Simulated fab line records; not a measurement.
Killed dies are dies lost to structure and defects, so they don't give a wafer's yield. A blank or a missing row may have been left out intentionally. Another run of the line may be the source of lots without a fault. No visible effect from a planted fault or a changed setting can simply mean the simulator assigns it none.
8D (eight disciplines) problem report, filled in by code    flow sky130    the parts of the form that need people (team, actions taken, sign-off) are left out

## 1. THE PROBLEM
Wafers free of any fault read 639 (standard deviation 6) for LDD_P_TW at SKY_LDD_P_TW_MEAS_11, against a mean of 552 on 6 wafers of 2 lots. Measured from the usual mean, that is -14 standard deviations.
The first sign was on wafer L170.2 at day 24 19:47, on film-metro-02. At this step, 36 wafers from 12 lots have a number in the record. Rule for "out", or "out of limits": more than 4 standard deviations from the usual mean. The other wafers with a number count as sound.

## 2. WHAT IT IS, AND WHAT IT ISN'T
question                     is                            is not
which readings at this step  LDD_P_TW                      -
which lots                   L170, L172                    L155, L156, L157, L160, L163, L164, L168, L171, L176, L177
which wafers of those lots   all that have a number        -
read on which gauges         film-metro-02, film-metro-04  film-metro-03
when                         from day 24 19:47             up to then (21 sound wafers); but 9 sound wafers of L171, L176, L177 came after

## 3. THE SUSPECTS, EACH WITH WHAT RULES IT OUT
Counting: any tool at a process step up to the reading is kept as a suspect provided that every lot that is out went through it and no sound lot did after the first of them.
- the gauge at SKY_LDD_P_TW_MEAS_11 has been ruled out. Those wafers that are out were read across 2 gauges (film-metro-02, film-metro-04).
- implanter-02 at SKY_LDD_P_IMPLANT_09: kept. It processed each lot that is out, first L170 at day 24 19:33, and no sound lot thereafter; up to then, the last sound lot it processed was L164 at day 22 14:47. Out on those wafers are its own readings of dose-ions-cm2, faraday-current-uA.
After counting, what remains is implanter-02 at SKY_LDD_P_IMPLANT_09.

## 4. THE CAUSE (what the simulator had put in)
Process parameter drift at SKY_LDD_P_IMPLANT_09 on implanter-02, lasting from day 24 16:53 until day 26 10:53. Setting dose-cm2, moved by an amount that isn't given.
This tool alone remained once counting was done.

## 5. SEQUENCE OF EFFECTS, ordered by route
Each row: a reading whose mean over the struck wafers that have a number lies more than 3 standard deviations from the usual. Scope: only readings with a usual standard deviation given in the record; hours: median across lots of the time from each lot's start at the first step in this table that gives one to its start at this step; sigmas: change in usual standard deviations.
hours  step                  reading             usual       on struck wafers  change       sigmas
0      SKY_LDD_P_IMPLANT_09  dose-ions-cm2       1.0002e+13  6.3343e+12        -3.6677e+12  -99 or more
0      SKY_LDD_P_IMPLANT_09  faraday-current-uA  56.3        35.8              -20.5        -17
0      SKY_LDD_P_TW_MEAS_11  LDD_P_TW            639         552               -87          -14
Process steps it contains:
- SKY_LDD_P_IMPLANT_09

## 6. WHAT WOULD HAVE CAUGHT IT SOONER
3 hours passed between the start of the fault at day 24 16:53 and the first reading out of limits at a measuring or inspecting step in this record, taken at day 24 19:47.
The tool's own readings at SKY_LDD_P_IMPLANT_09 were out on every struck wafer that the step has a row for (dose-ions-cm2, faraday-current-uA): an alarm limit on them would have fired on the first of those.
Lots out: 2; of these, L172 started SKY_LDD_P_IMPLANT_09 on implanter-02 after day 24 19:47. Holding the tool at that time would have saved it.
